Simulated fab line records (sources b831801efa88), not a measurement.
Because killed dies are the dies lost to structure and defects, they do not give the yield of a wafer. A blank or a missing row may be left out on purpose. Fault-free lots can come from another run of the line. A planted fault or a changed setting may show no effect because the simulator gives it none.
Struck lot and sound lot, side by side    flow sky130    14 out of 708 route steps
Sound: the wafers L689.2, L689.4, L689.5. The struck wafers were L684.1, L684.2, L684.4. The cause comes at the end.
Per side, at each step with rows, come the tool, then ch with its chambers, and then its first start. Under that, the readings that differ: sound wafers    struck wafers    difference of the means    sigmas: that difference in standard deviations of wafers without a fault.
alike: same words and numbers on both sides, and readings whose means sit less than 2 such deviations apart. not compared: any withheld reading, any reading some wafer has no value for, any bound like >300 that may hide the same value, and any number with overlapping values for which the record gives no deviation.
Wherever a step has rows on one side only, a row that says differs or no value, or a row with sigmas, the two part there. When numbers do not overlap yet have no deviation, they are printed without sigmas and do not part them. Lack of a reading on every wafer of one side parts them only where that side has two or more wafers.

first, 6 steps without rows for these wafers: SKY_CONTACT_STRIP_19 (strips in O2/N2); SKY_CONTACT_STRIP_20 (strips in post etch residue remover, time 1200 s); SKY_CONTACT_CLEAN_21 (cleans in IPA, time 180 s); SKY_CONTACT_CLEAN_22 (cleans in O3/DIW); SKY_CONTACT_SPUTTER_23 (material TiN, target thk 20 nm, time 80 s); SKY_CONTACT_CVD_24 (deposits W, target thk 340 nm, time 102.12 s).
SKY_CONTACT_RS_MEAS_25: measurement is done with a four-point probe.
  struck on film metro-01, day 35 17:49; sound on film metro-03, day 36 23:05
reading                sound              struck             difference  sigmas
CONTACT_W_RS (ohm/sq)  0.335 0.330 0.333  0.340 0.341 0.346  +0.010      +2
SKY_CONTACT_THK_MEAS_26: measures by xrf.
  struck on film metro-01, day 35 17:56; sound on film metro-03, day 36 23:11
  alike: CONTACT_W_THK
SKY_CONTACT_CMP_27: polishes, stops on SiO2, t overpolish 15 s, target thk 0 nm.
  sound on cmp-02 ch 0,1,2, day 36 23:20; struck on cmp-02 ch 0,2,3, day 35 17:59
  alike: motor current A, overpolish run s, slurry filter dp kPa, time to endpoint s
SKY_METAL1_SPUTTER_00: material Ti, target thk 15 nm, time 10 s.
  struck on pvd sputter-01, day 35 18:17; sound on pvd sputter-03, day 36 23:32
  alike: cathode dc power W, chamber pressure pa, throttle valve pct
SKY_METAL1_SPUTTER_01: material TiN, target thk 20 nm, time 16.7 s.
  struck on pvd sputter-01, day 35 18:19; sound on pvd sputter-03, day 36 23:34
  alike: cathode dc power W, chamber pressure pa, throttle valve pct
SKY_METAL1_SPUTTER_02: material AlCu, target thk 250 nm, time 13.3 s.
  struck on pvd sputter-01, day 35 18:20; sound on pvd sputter-03, day 36 23:35
  alike: cathode dc power W, chamber pressure pa, throttle valve pct
SKY_METAL1_SPUTTER_03: material Ti, target thk 5 nm, time 3.3 s.
  struck on pvd sputter-01, day 35 18:22; sound on pvd sputter-03, day 36 23:37
  no value came back on the struck wafers for cathode dc power W (W), chamber pressure pa (Pa), throttle valve pct (%); on the sound wafers cathode dc power W (W) reads 2999.7 3000.5 2999.8
SKY_METAL1_SPUTTER_04: material TiN, target thk 70 nm, time 58.3 s.
  struck on pvd sputter-01, day 35 18:23; sound on pvd sputter-03, day 36 23:38
  alike: cathode dc power W, chamber pressure pa, throttle valve pct

WHERE THEY PART
At SKY_CONTACT_RS_MEAS_25 first; at SKY_METAL1_SPUTTER_03 last (within this record only). Later steps at which nothing parts them and some readings are alike: SKY_METAL1_SPUTTER_04.

WHY: what the simulator had put in
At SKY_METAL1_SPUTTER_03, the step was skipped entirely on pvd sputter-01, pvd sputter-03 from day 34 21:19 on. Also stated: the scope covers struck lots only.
